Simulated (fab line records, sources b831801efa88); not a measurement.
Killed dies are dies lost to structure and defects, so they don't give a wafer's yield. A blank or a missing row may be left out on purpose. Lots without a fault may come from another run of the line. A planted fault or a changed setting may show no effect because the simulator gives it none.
A struck lot beside a sound one | flow sky130 | 15 steps out of a route of 708
Sound: wafers L636.2, L636.3, L636.6. Struck: wafers L648.2, L648.5, L648.6. The cause comes at the end.
At each step with rows: each side's tool, then ch and its chambers, then its first start. Under that, the readings that differ: sound wafers | struck wafers | difference of the means | sigmas: that difference in standard deviations of wafers without a fault.
alike: readings whose means differ by less than 2 such deviations, and words and numbers that are the same on both sides. not compared: withheld readings, readings that some wafer has no value for, bounds like >300 that may hide the same value, and numbers for which the record gives no deviation and whose values overlap.
The two part at a step that has a row with sigmas, a row that says differs or no value, or rows on one side only. Numbers that don't overlap but have no deviation are shown without sigmas and don't part them. A reading that every wafer of one side lacks parts them only if that side has two wafers or more.

SKY_LDD_N_OVL_MEAS_07:
  sound on overlay-01, day 18 09:14; struck on overlay-01, day 22 13:26
  alike: LDD_N_OVL
then, 8 steps without rows for these wafers: SKY_LDD_N_IMPLANT_08; SKY_LDD_N_IMPLANT_09; SKY_LDD_N_IMPLANT_10; SKY_LDD_N_IMPLANT_11; SKY_LDD_N_IMPLANT_12; SKY_LDD_N_IMPLANT_13; SKY_LDD_N_IMPLANT_14; SKY_LDD_N_IMPLANT_15.
SKY_LDD_N_STRIP_16: strips in O2/N2.
  sound on plasma_asher-01 ch 0,1, day 18 10:28; struck on plasma_asher-01 ch 0,1, day 22 14:40
  alike: drypump_motor_current_A, oes_product_au, strip_time_to_endpoint_s
  not compared: rf_hours_counter_h
SKY_LDD_N_TW_MEAS_17:
  sound on film_metro-03, day 18 10:34; struck on film_metro-01, day 22 14:46
  alike: LDD_N_TW
then, 1 step without rows for these wafers: SKY_LDD_P_DEHYDRATE_00 (time 60 s).
SKY_LDD_P_HMDS_01: prime time 60 s.
  sound on litho_track-04 ch 0, day 19 01:40; struck on litho_track-04 ch 0, day 23 06:16
  reading          | sound                | struck               | difference | sigmas
  prime_temp_c (C) | 119.77 119.94 119.97 | 117.72 117.70 117.86 | -2.13      | -16
then, 1 step without rows for these wafers: SKY_LDD_P_COAT_02 (resist thk 1140 nm).
-- the record jumps here: 26 days lie between the struck wafers' starts before and after (it left off in module LDD_P and takes up again in module PAD_OPEN, whose first step shown is number 708 of the route) --
SKY_PAD_OPEN_PROBE_99:
  sound on prober-02, day 46 12:19; struck on prober-01, day 49 03:31
  alike: killed_at_M0_to_M3, killed_at_M4_up, killed_at_contacts, killed_at_front_end, killed_at_other, killed_dies, killed_open, killed_short

WHERE THEY PART
Only at SKY_LDD_P_HMDS_01, within this record. Later steps at which nothing parts them and some readings are alike: SKY_PAD_OPEN_PROBE_99.

WHY: what the simulator had put in
Process parameter drift: litho_track-04, from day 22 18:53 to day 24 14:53, at SKY_LDD_P_HMDS_01. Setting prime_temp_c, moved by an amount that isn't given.
